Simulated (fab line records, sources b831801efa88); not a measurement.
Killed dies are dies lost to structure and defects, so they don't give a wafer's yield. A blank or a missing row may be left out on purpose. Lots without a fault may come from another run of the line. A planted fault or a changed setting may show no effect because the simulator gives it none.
Problem report in the 8D (eight disciplines) form, filled by code | flow gf180mcu | the parts of the form that need people (team, actions taken, sign-off) are left out

1. THE PROBLEM
PASSIVATION_CVD_02_THK at GF_PASSIVATION_THK_MEAS_03 reads a mean of 600 nm on 2 wafers of 1 lot; wafers without a fault read 700 nm with a standard deviation of 9.1. That is -11 standard deviations from the usual mean.
First seen on wafer L699.1, day 33 05:10, on film_metro-02. The record holds 33 wafers of 11 lots with a number at this step. Rule for "out", or "out of limits": more than 4 standard deviations from the usual mean. The other wafers with a number count as sound.

2. WHAT IT IS AND WHAT IT IS NOT
question                    | is                     | is not
which readings at this step | PASSIVATION_CVD_02_THK | -
which lots                  | L699                   | L682, L684, L685, L686, L688, L690, L700, L701, L703, L704
which wafers of those lots  | L699.1, L699.6         | L699.4
read on which gauges        | film_metro-02          | film_metro-01, film_metro-03
when                        | from day 33 05:10      | up to then (19 sound wafers); but 12 sound wafers of L700, L701, L703, L704 came after

3. SUSPECTS, AND WHAT RULES EACH OUT
Counting: a tool at a process step up to the reading stays a suspect if it ran every lot that is out. Sound lots after the first of them don't rule it out here, since some wafers of a struck lot are sound.
- the gauge at GF_PASSIVATION_THK_MEAS_03: ruled out. All the wafers that are out were read on film_metro-02, but those of them that GF_PASSIVATION_CVD_02 has rows for are out there too, on other tools.
- pvd_sputter-03 at GF_TOP_METAL_SPUTTER_02 (material AlCu, target thk 900 nm, time 47.82 s): kept. It ran the lot that is out, L699 (day 32 11:30); its last sound lot up to then is L688 (day 29 13:26).
- pecvd-03 at GF_PASSIVATION_CVD_02 (deposits Si3N4, target thk 700 nm, time 486.18 s): kept. It ran the lot that is out, L699 (day 33 04:53); its last sound lot up to then is L688 (day 30 09:13). Its own readings are out on those wafers: rf_fwd_power_W.
- Within pecvd-03 at GF_PASSIVATION_CVD_02: the wafers that are out ran in chamber 2; their sound lot-mates ran in chamber 1.
Left after counting: pvd_sputter-03 at GF_TOP_METAL_SPUTTER_02, pecvd-03 at GF_PASSIVATION_CVD_02.

4. THE CAUSE (what the simulator had put in)
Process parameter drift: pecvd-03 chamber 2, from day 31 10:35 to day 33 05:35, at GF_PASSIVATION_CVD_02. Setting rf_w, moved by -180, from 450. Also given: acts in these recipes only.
Counting left 2 suspects, and this tool is among them.

5. THE CHAIN OF EFFECTS, in route order
Each row: a reading whose mean over the struck wafers that have a number lies more than 3 standard deviations from the usual. Only readings for which the record gives a usual standard deviation are gone through. hours: the time from each lot's start at the first step in this table that gives one to its start at this step, as a median over the lots. sigmas: the change in usual standard deviations.
hours | step                       | reading                | usual      | on struck wafers | change | sigmas
0     | GF_PASSIVATION_CVD_02      | rf_fwd_power_W         | 449.6 W    | 271.1            | -178.6 | -99 or more
0     | GF_PASSIVATION_THK_MEAS_03 | PASSIVATION_CVD_02_THK | 700 nm     | 600              | -100   | -11
16    | GF_PASSIVATION_ETCH_11     | oes_product_au         | 0.962 a.u. | 0.931            | -0.031 | -3.7
The process steps in it:
- GF_PASSIVATION_CVD_02: deposits Si3N4, target thk 700 nm, time 486.18 s.
- GF_PASSIVATION_ETCH_11: etches the open film in CF4/O2, stops on TiN, target depth 1800 nm, time 400 s.

6. WHAT WOULD HAVE CAUGHT IT SOONER
In this record the first reading out of limits at a measuring or inspecting step was taken at day 33 05:10, 43 hours after the fault began at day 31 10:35.
The tool's own readings at GF_PASSIVATION_CVD_02 were out on every struck wafer that the step has a row for (rf_fwd_power_W): an alarm limit on them would have fired on the first of those.
All the lots that are out (1) had begun GF_PASSIVATION_CVD_02 on pecvd-03 by day 33 05:10. A hold on the tool at that time would have spared none of them.
